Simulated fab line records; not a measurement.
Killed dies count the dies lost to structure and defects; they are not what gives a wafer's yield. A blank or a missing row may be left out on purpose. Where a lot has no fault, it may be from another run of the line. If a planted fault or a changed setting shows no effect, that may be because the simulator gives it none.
fab line records	flow sky130	part 1 of 2: steps 1 to 27 of 36
record lots=5	wafers=15	lastDay=52
route steps=708 shown METAL3@561 VIA3@573
lots untouched by any fault: they come from a run of this same line in which no faults occurred
startH: hours from the record's opening day to when the first of the lot's shown wafers began	waitH: how many hours have passed since the lot's step before this one	" same as the row above	L1.1+2: a single row standing in for several wafers	- no value, or no start was given	* or withheld: withheld	< > ~ a bound
route shown NAME@n: NAME is a module with steps in the file, n the number in the route of the first one	usual: mean/standard deviation of fault-free wafers	same: alike in all rows	chamber/n: place in a boat	sites: readings site by site	_std_site: the values' standard deviation	_edge_site: mean of outer sites minus mean of inner sites	radiusMm: for every site, how far away it sits from the centre of the wafer	mask NAME#n: copy n	behind: the most recent tool/chamber to have shaped the wafer	hold: reason for holding the lot/hours on hold/outcome of the hold	device: transistor that didn't switch, given as n, p or np	end of line: the route-end tests of the same wafers	for a step that has no rows: nothing shown but its recipe	killed: count of dies lost to structure and defects at first sort (not the wafer's yield)	map: a wafer's dies, x killed, . not, _ none there
set.NAME: setting as actually run; set.NAME@STEP: the setting as run at that earlier step	model.NAME: the simulator's own value behind a step, which no gauge read
lots at some steps of the route; a table a step, a row a wafer
services: the hour from which a tool's chamber was out of use, counted from the record's first day as startH (under 0 if before that day), plus the number of hours and why
## steps
# step SKY_METAL3_PEB_11
# recipe pebTempC=withheld	pebTimeS=withheld	resist=KrF-thick
lot.wafer	tool	chamber	startH	waitH
L078.1+3+6	lithoTrack-02	0	-	-
L082.1+5+6	lithoTrack-03	0	-	-
L084.2+4+5	lithoTrack-01	0	-	-
L090.2+3+4	lithoTrack-03	0	-	-
L092.1+3+5	lithoTrack-02	0	-	-
# step SKY_METAL3_DEVELOP_12
# recipe developTimeS=60	resist=KrF-thick	devTempC=21
lot.wafer	tool	chamber	startH	waitH
L078.1+3+6	lithoTrack-02	0	-	-
L082.1+5+6	lithoTrack-03	0	-	-
L084.2+4+5	lithoTrack-01	0	-	-
L090.2+3+4	lithoTrack-03	0	-	-
L092.1+3+5	lithoTrack-02	0	-	-
# step SKY_METAL3_CD_MEAS_13
# recipe targetCdNm=300
# usual cdNm=300.0/1.5
lot.wafer	tool	chamber	startH	waitH	cdNm
L078.1	cdSem-02	-	868.89	-	298.4
L078.3	"	-	"	"	298.7
L078.6	"	-	"	"	299.3
L082.1	cdSem-02	-	903.09	-	300.9
L082.5	"	-	"	"	300.5
L082.6	"	-	"	"	301.6
L084.2	cdSem-01	-	904.13	-	301.2
L084.4	"	-	"	"	300.6
L084.5	"	-	"	"	301.0
L090.2	cdSem-01	-	951.56	-	298.8
L090.3	"	-	"	"	302.1
L090.4	"	-	"	"	299.9
L092.1	cdSem-02	-	1114.04	-	301.9
L092.3	"	-	"	"	301.9
L092.5	"	-	"	"	300.6
# step SKY_METAL3_OVL_MEAS_14
# usual METAL3_OVL=0/6.5
lot.wafer	tool	chamber	startH	waitH	METAL3_OVL[nm]
L078.1	overlay-01	-	869.01	0.1	0
L078.3	"	-	"	"	-1
L078.6	"	-	"	"	7
L082.1	overlay-01	-	903.21	0.1	-8
L082.5	"	-	"	"	-5
L082.6	"	-	"	"	7
L084.2	overlay-02	-	904.24	0.1	2
L084.4	"	-	"	"	-4
L084.5	"	-	"	"	3
L090.2	overlay-01	-	951.66	0.1	-6
L090.3	"	-	"	"	2
L090.4	"	-	"	"	3
L092.1	overlay-01	-	1114.16	0.1	6
L092.3	"	-	"	"	3
L092.5	"	-	"	"	10
# step SKY_METAL3_DESCUM_15
# recipe chemistry=O2	sourcePowerW=150	biasPowerW=0	pressureMtorr=10	tempC=40	timeS=8
# usual drypumpMotorCurrentA=5.9/0.46	oesProductAu=0.998/0.011	tempC=40.01/0.11
lot.wafer	tool	chamber	startH	waitH	drypumpMotorCurrentA	oesProductAu	rfHoursCounterH	tempC
L078.1	rieMetal-02	1	869.04	0.0	6.2	1.004	11	39.93
L078.3	"	0	"	"	6.5	0.998	-	40.04
L078.6	"	0	"	"	6.5	1.001	-	39.98
L082.1	rieMetal-01	1	903.24	0.0	5.3	0.997	17	39.92
L082.5	"	0	"	"	5.7	0.995	-	40.01
L082.6	"	1	"	"	5.3	1.011	-	40.01
L084.2	rieMetal-02	1	904.27	0.0	6.2	1.003	12	39.83
L084.4	"	1	"	"	6.2	1.011	-	39.97
L084.5	"	0	"	"	6.4	1.010	-	40.12
L090.2	rieMetal-04	0	951.69	0.0	6.4	0.991	12	39.97
L090.3	"	1	"	"	5.6	1.011	-	40.06
L090.4	"	0	"	"	6.4	0.999	-	40.03
L092.1	rieMetal-01	1	1114.19	0.0	5.3	0.992	3	39.91
L092.3	"	1	"	"	5.3	0.990	-	39.80
L092.5	"	1	"	"	5.3	0.987	-	39.80
# step SKY_METAL3_ETCH_16
# recipe chemistry=N2/H2	target=BARC	ionEnergyEv=200	biasW=100	pressureMtorr=30	n2FlowSccm=100	h2FlowSccm=200	icpW=500	stopOn=SiO2	timeS=88.2	targetDepthA=600
# usual drypumpMotorCurrentA=5.9/0.46	oesProductAu=0.626/0.0045	throttleValvePct=13.206/0.0091
lot.wafer	tool	chamber	startH	waitH	drypumpMotorCurrentA	oesProductAu	rfHoursCounterH	throttleValvePct
L078.1	rieMetal-02	1	869.07	0.0	6.2	0.628	11	13.218
L078.3	"	0	"	"	6.5	0.621	-	13.216
L078.6	"	0	"	"	6.5	0.621	-	13.198
L082.1	rieMetal-01	1	903.28	0.0	5.3	0.627	17	13.212
L082.5	"	0	"	"	5.7	0.639	-	13.210
L082.6	"	1	"	"	5.3	0.621	-	13.195
L084.2	rieMetal-02	1	904.30	0.0	6.2	0.631	12	13.209
L084.4	"	1	"	"	6.2	0.635	-	13.204
L084.5	"	0	"	"	6.5	0.627	-	13.194
L090.2	rieMetal-04	0	951.73	0.0	6.5	0.623	12	13.194
L090.3	"	1	"	"	5.6	0.627	-	13.209
L090.4	"	0	"	"	6.4	0.627	-	13.216
L092.1	rieMetal-01	1	1114.26	0.1	5.3	0.623	3	13.192
L092.3	"	1	"	"	5.3	0.627	-	13.214
L092.5	"	1	"	"	5.3	0.623	-	13.209
# step SKY_METAL3_ETCH_17
# recipe target=SiO2	stopOn=TiN	chemistry=C4F8/O2/Ar	sourceW=1500	biasW=1200	pressureMtorr=40	c4f8FlowSccm=withheld	O2_flow_sccm=6	Ar_flow_sccm=300	timeS=3.9	targetDepthA=150
# usual oesProductAu=0.755/0.0066
lot.wafer	tool	chamber	startH	waitH	oesProductAu	rfHoursCounterH
L078.1	rieDiel-02	0	869.17	0.1	0.749	10
L078.3	"	3	"	"	0.763	10
L078.6	"	3	"	"	0.762	-
L082.1	rieDiel-02	1	903.37	0.1	0.753	10
L082.5	"	1	"	"	0.761	-
L082.6	"	0	"	"	0.760	-
L084.2	rieDiel-01	3	904.40	0.1	0.756	16
L084.4	"	3	"	"	0.757	-
L084.5	"	1	"	"	0.766	-
L090.2	rieDiel-04	2	951.82	0.1	0.749	4
L090.3	"	3	"	"	0.750	18
L090.4	"	1	"	"	0.758	0
L092.1	rieDiel-04	2	1114.45	0.2	0.752	9
L092.3	"	1	"	"	0.748	5
L092.5	"	2	"	"	0.759	-
# step SKY_METAL3_METAL_ETCH_18
# recipe targetDepthA=8450	stopOn=SiO2	overEtchFrac=0.3	timeS=183.1	chemistry=Cl2/BCl3	resistSidewallDeg=88	pressureMtorr=10	icpW=900	biasW=48.5	Cl2_flow_sccm=60	bcl3FlowSccm=30
# usual bcl3FlowSccm=30.00/0.1	drypumpMotorCurrentA=5.9/0.44	oesProductAu=0.864/0.0057	throttleValvePct=22.264/0.0081
lot.wafer	tool	chamber	startH	waitH	bcl3FlowSccm	drypumpMotorCurrentA	oesProductAu	rfHoursCounterH	throttleValvePct
L078.1	rieMetal-01	1	869.19	0.0	30.00	5.3	0.868	14	22.264
L078.3	"	1	"	"	30.10	5.3	0.868	-	22.266
L078.6	"	1	"	"	29.87	5.3	0.875	-	22.255
L082.1	rieMetal-04	1	903.39	0.0	30.11	5.6	0.873	12	22.258
L082.5	"	1	"	"	30.16	5.6	0.862	-	22.247
L082.6	"	0	"	"	29.87	6.4	0.861	-	22.266
L084.2	rieMetal-04	1	904.42	0.0	30.09	5.6	0.867	12	22.271
L084.4	"	0	"	"	29.93	6.5	0.865	-	22.271
L084.5	"	1	"	"	30.15	5.6	0.863	-	22.252
L090.2	rieMetal-01	1	951.84	0.0	30.02	5.3	0.873	20	22.267
L090.3	"	1	"	"	29.97	5.3	0.870	-	22.268
L090.4	"	0	"	"	29.92	5.7	0.868	-	22.258
L092.1	rieMetal-04	0	1114.47	0.0	29.84	6.4	0.869	20	22.272
L092.3	"	0	"	"	29.98	6.5	0.869	-	22.262
L092.5	"	0	"	"	29.87	6.5	0.866	-	22.255
# step SKY_METAL3_STRIP_19
# recipe chemistry=O2/N2	powerW=1400	pressureMtorr=1500	platenTempC=withheld	o2FlowSccm=3000	n2FlowSccm=300	overashFraction=0.5
# usual drypumpMotorCurrentA=5.87/0.29	oesProductAu=0.502/0.0066	stripTimeToEndpointS=6.55/0.1
lot.wafer	tool	chamber	startH	waitH	drypumpMotorCurrentA	oesProductAu	rfHoursCounterH	stripTimeToEndpointS
L078.1	plasmaAsher-02	1	869.37	0.1	5.95	0.501	43	6.56
L078.3	"	1	"	"	5.97	0.504	-	6.53
L078.6	"	1	"	"	5.93	0.498	-	6.56
L082.1	plasmaAsher-02	0	903.57	0.1	5.96	0.499	47	6.44
L082.5	"	0	"	"	5.96	0.492	-	6.43
L082.6	"	1	"	"	5.97	0.503	-	6.65
L084.2	plasmaAsher-02	1	904.59	0.1	5.97	0.494	47	6.39
L084.4	"	0	"	"	5.97	0.495	-	6.58
L084.5	"	0	"	"	5.96	0.506	-	6.39
L090.2	plasmaAsher-02	1	952.02	0.1	5.98	0.500	52	6.50
L090.3	"	0	"	"	5.98	0.495	-	6.51
L090.4	"	1	"	"	5.98	0.515	-	6.66
L092.1	plasmaAsher-03	0	1114.65	0.1	5.85	0.501	3	6.60
L092.3	"	0	"	"	5.82	0.514	-	6.58
L092.5	"	0	"	"	5.85	0.503	-	6.61
# step SKY_METAL3_STRIP_20
# recipe chemistry=postEtchResidueRemover	timeS=1200	tempC=72.5
# usual tempC=72.53/0.12
lot.wafer	tool	chamber	startH	waitH	tempC
L078.1	wetBench-03	2	869.47	0.1	72.23
L078.3	"	2	"	"	72.39
L078.6	"	2	"	"	72.33
L082.1	wetBench-02	1	903.67	0.1	72.49
L082.5	"	1	"	"	72.53
L082.6	"	1	"	"	72.40
L084.2	wetBench-02	0	904.69	0.1	72.73
L084.4	"	0	"	"	72.69
L084.5	"	0	"	"	72.64
L090.2	wetBench-02	1	952.12	0.1	72.44
L090.3	"	1	"	"	72.46
L090.4	"	1	"	"	72.42
L092.1	wetBench-04	0	1114.77	0.1	72.45
L092.3	"	0	"	"	72.54
L092.5	"	0	"	"	72.54
# step SKY_METAL3_CLEAN_21
# recipe chemistry=IPA	timeS=180	tempC=25
# usual tempC=25.02/0.1
lot.wafer	tool	chamber	startH	waitH	tempC
L078.1	wetBench-04	1	869.84	0.0	25.00
L078.3	"	1	"	"	24.83
L078.6	"	1	"	"	24.97
L082.1	wetBench-03	3	904.01	0.0	24.90
L082.5	"	3	"	"	24.86
L082.6	"	3	"	"	24.98
L084.2	wetBench-04	1	905.04	0.0	24.96
L084.4	"	1	"	"	25.08
L084.5	"	1	"	"	25.04
L090.2	wetBench-04	0	952.80	0.0	25.06
L090.3	"	0	"	"	25.10
L090.4	"	0	"	"	24.94
L092.1	wetBench-02	3	1115.14	0.0	25.07
L092.3	"	3	"	"	24.93
L092.5	"	3	"	"	24.94
# step SKY_METAL3_CLEAN_22
# recipe chemistry=O3/DIW	dry=n2Spin
lot.wafer	tool	chamber	startH	waitH
L078.1+3+6	wetBench-02	3	869.90	0.0
L082.1+5+6	wetBench-04	0	904.08	0.0
L084.2+4+5	wetBench-03	0	905.09	0.0
L090.2+3+4	wetBench-03	1	952.86	0.0
L092.1+3+5	wetBench-04	0	1115.20	0.0
# step SKY_VIA3_HDPCVD_00
# recipe material=SiO2	targetThkNm=1635	sigmaOpenFrac=0.3	timeS=272.5	tempC=400	sih4FlowSccm=60	pressureMtorr=6
lot.wafer	tool	chamber	startH	waitH
L078.1+3+6	hdpcvd-01	2,0,0	870.00	0.0
L082.1+5+6	hdpcvd-01	0,2,1	904.17	0.0
L084.2+4+5	hdpcvd-01	2,2,1	905.19	0.0
L090.2+3+4	hdpcvd-02	1,2,0	952.95	0.0
L092.1+3+5	hdpcvd-01	2,0,2	1115.30	0.0
# step SKY_VIA3_THK_MEAS_01
# recipe reads=SiO2_of_VIA3_HDPCVD_00
# usual VIA3_HDPCVD_THK=1625/15
lot.wafer	tool	chamber	startH	waitH	VIA3_HDPCVD_THK[nm]
L078.1	filmMetro-04	-	870.16	0.1	1601
L078.3	"	-	"	"	1601
L078.6	"	-	"	"	1599
L082.1	filmMetro-01	-	904.34	0.1	1632
L082.5	"	-	"	"	1605
L082.6	"	-	"	"	1634
L084.2	filmMetro-02	-	905.37	0.1	1597
L084.4	"	-	"	"	1623
L084.5	"	-	"	"	1644
L090.2	filmMetro-04	-	953.13	0.1	1629
L090.3	"	-	"	"	1630
L090.4	"	-	"	"	1626
L092.1	filmMetro-02	-	1115.47	0.1	1621
L092.3	"	-	"	"	1618
L092.5	"	-	"	"	1622
# step SKY_VIA3_CMP_02
# recipe material=SiO2	downForcePsi=4	platenRpm=60	padVelocityMS=0.94248
# usual motorCurrentA=11.7/1	retainingRingPressureFrac=1.000/0.0044
lot.wafer	tool	chamber	startH	waitH	motorCurrentA	retainingRingPressureFrac
L078.1	cmp-01	2	870.27	0.1	11.2	1.006
L078.3	"	3	"	"	12.4	1.009
L078.6	"	2	"	"	10.8	0.998
L082.1	cmp-01	1	904.45	0.1	12.0	1.002
L082.6	"	0	"	"	10.7	1.001
L082.5	"	1	"	"	12.2	1.006
L084.2	cmp-01	0	905.42	0.0	10.3	1.000
L084.4	"	2	"	"	10.5	1.001
L084.5	"	0	"	"	10.3	1.001
L090.2	cmp-01	2	953.18	0.0	11.6	0.992
L090.3	"	3	"	"	12.5	0.998
L090.4	"	1	"	"	13.1	1.002
L092.3	cmp-02	0	1115.58	0.1	12.5	1.003
L092.1	"	2	"	"	13.7	1.000
L092.5	"	3	"	"	11.8	1.003
# step SKY_VIA3_BOW_MEAS_03
# recipe mode=bow
# usual VIA3_BOW=79/8
lot.wafer	tool	chamber	startH	waitH	VIA3_BOW[um]
L078.1	filmMetro-01	-	870.52	0.2	78
L078.3	"	-	"	"	86
L078.6	"	-	"	"	86
L082.1	filmMetro-02	-	904.70	0.2	79
L082.5	"	-	"	"	82
L082.6	"	-	"	"	80
L084.2	filmMetro-01	-	905.74	0.3	76
L084.4	"	-	"	"	73
L084.5	"	-	"	"	77
L090.2	filmMetro-02	-	953.50	0.3	68
L090.3	"	-	"	"	78
L090.4	"	-	"	"	84
L092.1	filmMetro-04	-	1115.83	0.1	86
L092.3	"	-	"	"	81
L092.5	"	-	"	"	78
# step SKY_VIA3_DEHYDRATE_04
# recipe tempC=200	timeS=60
lot.wafer	tool	chamber	startH	waitH
L078.1+3+6	lithoTrack-01	0	883.21	12.7
L082.1+5+6	lithoTrack-02	0	916.79	12.1
L084.2+4+5	lithoTrack-01	0	917.99	12.2
L090.2+3+4	lithoTrack-02	0	964.86	11.3
L092.1+3+5	lithoTrack-02	0	1123.94	8.1
# step SKY_VIA3_HMDS_05
# recipe primeTimeS=60	primeTempC=120
lot.wafer	tool	chamber	startH	waitH
L078.1+3+6	lithoTrack-01	0	883.36	0.1
L082.1+5+6	lithoTrack-02	0	916.94	0.1
L084.2+4+5	lithoTrack-01	0	918.14	0.1
L090.2+3+4	lithoTrack-02	0	965.01	0.1
L092.1+3+5	lithoTrack-02	0	1124.09	0.1
# step SKY_VIA3_COAT_06
# recipe resist=BARC	tempC=withheld	timeS=withheld	spinRpm=3000	resistThkNm=60
# usual dispensePressureKPa=45.8/2.5
lot.wafer	tool	chamber	startH	waitH	dispensePressureKPa
L078.1	lithoTrack-01	0	883.51	0.1	49.8
L078.3	"	0	"	"	49.8
L078.6	"	0	"	"	49.8
L082.1	lithoTrack-02	0	917.09	0.1	44.4
L082.5	"	0	"	"	44.4
L082.6	"	0	"	"	44.4
L084.2	lithoTrack-01	0	918.29	0.1	49.7
L084.4	"	0	"	"	49.7
L084.5	"	0	"	"	49.8
L090.2	lithoTrack-02	0	965.16	0.1	44.4
L090.3	"	0	"	"	44.4
L090.4	"	0	"	"	44.4
L092.1	lithoTrack-02	0	1124.24	0.1	44.4
L092.3	"	0	"	"	44.4
L092.5	"	0	"	"	44.4
# step SKY_VIA3_COAT_07
# recipe resist=KrF-thick	spinRpm=3000	resistThkNm=450
# usual dispensePressureKPa=45.8/2.5
lot.wafer	tool	chamber	startH	waitH	dispensePressureKPa
L078.1	lithoTrack-01	0	-	-	49.8
L078.3	"	0	"	"	49.8
L078.6	"	0	"	"	49.8
L082.1	lithoTrack-02	0	-	-	44.5
L082.5	"	0	"	"	44.5
L082.6	"	0	"	"	44.5
L084.2	lithoTrack-01	0	-	-	49.8
L084.4	"	0	"	"	49.8
L084.5	"	0	"	"	49.8
L090.2	lithoTrack-02	0	-	-	44.4
L090.3	"	0	"	"	44.4
L090.4	"	0	"	"	44.5
L092.1	lithoTrack-02	0	-	-	44.5
L092.3	"	0	"	"	44.5
L092.5	"	0	"	"	44.4
# step SKY_VIA3_SOFTBAKE_08
# recipe tempC=100	timeS=90	resist=KrF-thick
lot.wafer	tool	chamber	startH	waitH
L078.1+3+6	lithoTrack-01	0	-	-
L082.1+5+6	lithoTrack-02	0	-	-
L084.2+4+5	lithoTrack-01	0	-	-
L090.2+3+4	lithoTrack-02	0	-	-
L092.1+3+5	lithoTrack-02	0	-	-
# step SKY_VIA3_EXPOSE_09
# recipe maskId=VIM3	na=0.8	sourceShape=annular	sigmaInner=0.55	sigmaOuter=0.85	targetCdNm=200	doseMj=38
# usual stageVelMmS=500.07/0.27
# same sigmaInner=0.55
lot.wafer	tool	chamber	startH	waitH	mask	stageVelMmS
L078.1	krfScanner-01	0	-	-	VIM3#0	500.50
L078.3	"	0	"	"	VIM3#0	500.26
L078.6	"	0	"	"	VIM3#0	499.98
L082.1	krfScanner-01	0	-	-	VIM3#0	499.80
L082.5	"	0	"	"	VIM3#0	500.26
L082.6	"	0	"	"	VIM3#0	499.99
L084.2	krfScanner-01	0	-	-	VIM3#0	500.37
L084.4	"	0	"	"	VIM3#0	500.13
L084.5	"	0	"	"	VIM3#0	500.16
L090.2	krfScanner-01	0	-	-	VIM3#0	500.26
L090.3	"	0	"	"	VIM3#0	500.47
L090.4	"	0	"	"	VIM3#0	500.31
L092.1	krfScanner-02	0	-	-	VIM3#0	499.88
L092.3	"	0	"	"	VIM3#0	500.16
L092.5	"	0	"	"	VIM3#0	500.12
# step SKY_VIA3_PEB_10
# recipe pebTempC=withheld	pebTimeS=withheld	resist=KrF-thick
lot.wafer	tool	chamber	startH	waitH
L078.1+3+6	lithoTrack-02	0	-	-
L082.1+5+6	lithoTrack-04	0	-	-
L084.2+4+5	lithoTrack-04	0	-	-
L090.2+3+4	lithoTrack-04	0	-	-
L092.1+3+5	lithoTrack-01	0	-	-
# step SKY_VIA3_DEVELOP_11
# recipe developTimeS=60	resist=KrF-thick	devTempC=21
lot.wafer	tool	chamber	startH	waitH
L078.1+3+6	lithoTrack-02	0	-	-
L082.1+5+6	lithoTrack-04	0	-	-
L084.2+4+5	lithoTrack-04	0	-	-
L090.2+3+4	lithoTrack-04	0	-	-
L092.1+3+5	lithoTrack-01	0	-	-
# step SKY_VIA3_CD_MEAS_12
# recipe targetCdNm=200
# usual cdNm=199.7/1.7
lot.wafer	tool	chamber	startH	waitH	cdNm
L078.1	cdSem-01	-	897.14	-	200.6
L078.3	"	-	"	"	200.0
L078.6	"	-	"	"	200.9
L082.1	cdSem-01	-	930.96	-	202.7
L082.5	"	-	"	"	200.8
L082.6	"	-	"	"	201.5
L084.2	cdSem-01	-	931.33	-	198.7
L084.4	"	-	"	"	199.1
L084.5	"	-	"	"	198.5
L090.2	cdSem-02	-	978.88	-	195.4
L090.3	"	-	"	"	194.5
L090.4	"	-	"	"	195.8
L092.1	cdSem-01	-	1133.51	-	199.1
L092.3	"	-	"	"	198.9
L092.5	"	-	"	"	198.9
# step SKY_VIA3_OVL_MEAS_13
# usual VIA3_OVL=-2/5.9
lot.wafer	tool	chamber	startH	waitH	VIA3_OVL[nm]
L078.1	overlay-02	-	897.26	0.1	0
L078.3	"	-	"	"	-2
L078.6	"	-	"	"	2
L082.1	overlay-02	-	931.08	0.1	-2
L082.5	"	-	"	"	-11
L082.6	"	-	"	"	3
L084.2	overlay-02	-	931.43	0.1	-4
L084.4	"	-	"	"	-3
L084.5	"	-	"	"	6
L090.2	overlay-02	-	978.98	0.1	-12
L090.3	"	-	"	"	0
L090.4	"	-	"	"	-9
L092.1	overlay-01	-	1133.63	0.1	-6
L092.3	"	-	"	"	-13
L092.5	"	-	"	"	-11
# step SKY_VIA3_ETCH_14
# recipe chemistry=N2/H2	target=BARC	ionEnergyEv=200	sourceW=500	biasW=100	pressureMtorr=30	n2FlowSccm=100	h2FlowSccm=200	stopOn=SiO2	timeS=45.9	targetDepthA=600
# usual drypumpMotorCurrentA=5.8/0.77	oesProductAu=0.855/0.005	throttleValvePct=13.224/0.0084
lot.wafer	tool	chamber	startH	waitH	drypumpMotorCurrentA	oesProductAu	rfHoursCounterH	throttleValvePct
L078.1	rieDiel-02	1	897.29	0.0	5.2	0.855	10	13.247
L078.3	"	0	"	"	6.7	0.853	11	13.229
L078.6	"	3	"	"	6.8	0.860	-	13.230
L082.1	rieDiel-03	2	931.11	0.0	4.8	0.851	17	13.226
L082.5	"	2	"	"	4.7	0.859	-	13.222
L082.6	"	3	"	"	6.1	0.859	-	13.215
L084.2	rieDiel-01	0	931.46	0.0	5.3	0.850	1	13.221
L084.4	"	1	"	"	6.1	0.848	20	13.214
L084.5	"	3	"	"	4.6	0.852	-	13.227
L090.2	rieDiel-03	1	979.01	0.0	5.4	0.844	13	13.217
L090.3	"	0	"	"	4.8	0.852	2	13.235
L090.4	"	2	"	"	4.8	0.865	18	13.215
L092.1	rieDiel-02	1	1133.67	0.0	5.2	0.857	17	13.218
L092.3	"	3	"	"	6.8	0.853	20	13.234
L092.5	"	1	"	"	5.2	0.852	-	13.232
